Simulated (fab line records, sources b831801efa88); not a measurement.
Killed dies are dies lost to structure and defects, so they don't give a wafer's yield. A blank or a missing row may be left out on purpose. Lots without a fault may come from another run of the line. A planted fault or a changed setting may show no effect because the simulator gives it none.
Which tool did it? | flow sky130 | 14 lots, 42 wafers sampled, at 4 steps of a route of 708

WHAT THE GAUGES READ, wafer by wafer
SKY_LDD_P_CD_MEAS_07: target cd 380 nm. Usual: cd_nm 380.4 nm, standard deviation 2.2.
lot  | measured     | on        | cd_nm (nm)        | flag
L668 | day 18 21:07 | cd_sem-01 | 380.7 380.3 380.7 |
L669 | day 19 14:59 | cd_sem-01 | 379.8 381.5 383.9 |
L671 | day 21 01:26 | cd_sem-01 | 381.7 385.3 382.7 |
L672 | day 21 04:40 | cd_sem-01 | 382.9 382.5 382.3 |
L673 | day 21 00:40 | cd_sem-02 | 379.8 377.9 379.5 |
L674 | day 21 14:07 | cd_sem-01 | 379.7 381.1 379.7 |
L675 | day 21 20:14 | cd_sem-01 | 380.9 381.1 380.8 |
L676 | day 22 02:14 | cd_sem-02 | 381.2 383.6 384.3 |
L678 | day 22 20:20 | cd_sem-01 | 379.1 378.4 379.6 |
L680 | day 23 16:40 | cd_sem-01 | 381.1 381.5 380.7 |
L683 | day 24 16:26 | cd_sem-01 | 383.0 381.6 382.7 |
L687 | day 25 15:57 | cd_sem-02 | 378.4 377.7 378.9 |
L689 | day 26 22:27 | cd_sem-02 | 380.8 380.6 380.5 |
L691 | day 27 15:27 | cd_sem-01 | 378.8 378.1 377.0 |

SKY_LDD_P_OVL_MEAS_08. Usual: LDD_P_OVL 0.9 nm, standard deviation 1.4.
lot  | measured     | on         | LDD_P_OVL (nm) | flag
L668 | day 18 21:14 | overlay-02 | 0.6 2.2 0.5    |
L669 | day 19 15:06 | overlay-01 | 1.8 0.8 1.2    |
L671 | day 21 01:33 | overlay-01 | -0.3 0.0 -0.2  |
L672 | day 21 04:45 | overlay-02 | 3.4 1.8 2.3    |
L673 | day 21 00:47 | overlay-02 | -1.2 -1.2 0.1  |
L674 | day 21 14:14 | overlay-02 | 2.0 2.0 1.2    |
L675 | day 21 20:21 | overlay-02 | 0.9 0.2 2.6    |
L676 | day 22 02:21 | overlay-01 | 2.0 2.1 1.6    |
L678 | day 22 20:27 | overlay-02 | 1.7 0.7 -0.6   |
L680 | day 23 16:47 | overlay-01 | 3.5 2.3 1.4    |
L683 | day 24 16:33 | overlay-01 | 0.7 0.1 1.6    |
L687 | day 25 16:04 | overlay-01 | 1.7 0.5 1.2    |
L689 | day 26 22:34 | overlay-02 | 0.5 1.3 0.6    |
L691 | day 27 15:34 | overlay-02 | -0.8 0.3 -0.1  |

SKY_SD_P_CD_MEAS_07: target cd 380 nm. Usual: cd_nm 380.0 nm, standard deviation 2.3.
lot  | measured     | on        | cd_nm (nm)        | flag
L668 | day 25 05:34 | cd_sem-02 | 379.2 379.2 378.4 |
L669 | day 26 01:04 | cd_sem-01 | 380.4 377.9 379.3 |
L671 | day 27 11:58 | cd_sem-01 | 381.4 381.8 378.0 |
L672 | day 27 12:31 | cd_sem-02 | 381.1 379.9 381.2 |
L673 | day 27 08:52 | cd_sem-01 | 378.6 380.6 381.0 |
L674 | day 27 21:46 | cd_sem-02 | 381.8 380.8 381.7 |
L675 | day 28 03:41 | cd_sem-01 | 385.2 384.1 383.9 |
L676 | day 28 09:35 | cd_sem-01 | 376.9 375.0 376.0 |
L678 | day 29 01:58 | cd_sem-01 | 377.7 379.5 377.4 |
L680 | day 29 22:46 | cd_sem-01 | 379.4 378.8 380.0 |
L683 | day 30 18:04 | cd_sem-01 | 377.1 378.6 378.7 |
L687 | day 31 15:17 | cd_sem-02 | 380.5 379.3 378.1 |
L689 | day 32 20:26 | cd_sem-02 | 382.0 383.0 384.9 |
L691 | day 33 11:59 | cd_sem-02 | 380.6 381.9 379.1 |

WHICH TOOL RAN EACH LOT (tool, then ch and the chambers of the sampled wafers, then the start)
lot  | SKY_VT_ADJUST_NCORE_DEVELOP_06
L668 | litho_track-01 ch 0, day 8 16:08
L669 | litho_track-01 ch 0, day 9 01:41
L671 | litho_track-01 ch 0, day 9 12:20
L672 | litho_track-03 ch 0, day 9 18:50
L673 | litho_track-01 ch 0, day 10 04:50
L674 | litho_track-02 ch 0, day 10 10:22
L675 | litho_track-02 ch 0, day 10 16:46
L676 | litho_track-03 ch 0, day 10 23:07
L678 | litho_track-02 ch 0, day 11 12:34
L680 | litho_track-01 ch 0, day 12 02:58
L683 | litho_track-03 ch 0, day 12 22:11
L687 | litho_track-02 ch 0, day 14 00:17
L689 | litho_track-03 ch 0, day 15 00:58
L691 | litho_track-02 ch 0, day 15 15:29
- SKY_VT_ADJUST_NCORE_DEVELOP_06: develop time 60 s.

WHAT THE TOOLS THEMSELVES READ (means of the sampled wafers that have a number; where no wafer has one, the mark that the record gives instead)
SKY_VT_ADJUST_NCORE_DEVELOP_06. Usual: chill_plate_temp_C 23.02 C, standard deviation 0.11; developer_temp_C 23.01 C, standard deviation 0.095.
lot  | tool           | chill_plate_temp_C (C) | developer_temp_C (C) | flag
L668 | litho_track-01 | 22.88                  | 23.11                |
L669 | litho_track-01 | 23.04                  | 23.06                |
L671 | litho_track-01 | 23.10                  | 23.02                |
L672 | litho_track-03 | 22.92                  | 22.96                |
L673 | litho_track-01 | 22.83                  | 23.03                |
L674 | litho_track-02 | 22.99                  | 23.05                |
L675 | litho_track-02 | 22.92                  | 22.99                |
L676 | litho_track-03 | 23.11                  | 22.99                |
L678 | litho_track-02 | 23.08                  | 23.05                |
L680 | litho_track-01 | 23.16                  | 22.89                |
L683 | litho_track-03 | 22.93                  | 22.98                |
L687 | litho_track-02 | 23.04                  | 23.65                | OFF
L689 | litho_track-03 | 22.96                  | 22.94                |
L691 | litho_track-02 | 23.17                  | 23.74                | OFF

THE ANSWER, worked out from the rows above alone
Rule: a lot is off if the mean of its wafers that have a number lies more than 3 standard deviations from the usual mean. A lot without any number at a reading at which 4 lots or more have one is off too. The other lots that the step has rows for count as sound. The gauges are gone through in route order, then the tools' own readings, and for those a lot's mean is taken as printed above. The first step at which some lot is off is used, and at that step the reading that is off furthest; a lot without a number counts as furthest.
Off: L687, L691, at SKY_VT_ADJUST_NCORE_DEVELOP_06 (developer_temp_C).
A tool fits if, at that step or a process step before it, it ran every lot that is off, and no sound lot after the first of them. One fits: litho_track-02 at SKY_VT_ADJUST_NCORE_DEVELOP_06. Its last sound lot is L678 (day 11 12:34), its first lot that is off L687 (day 14 00:17): a fault that began between those two fits.
The tool's own readings at SKY_VT_ADJUST_NCORE_DEVELOP_06 bear it out: on the lots that are off they differ by more than 5 times the standard deviation of the sound lots' means. developer_temp_C reads 23.70 C there against 23.01 C on the sound lots.

WHAT THE SIMULATOR HAD PUT IN
Process parameter drift: litho_track-02, from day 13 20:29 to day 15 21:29, at SKY_VT_ADJUST_NCORE_DEVELOP_06. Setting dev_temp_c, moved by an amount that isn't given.
Lots struck among those shown: L687, L691. The rule above found the same.
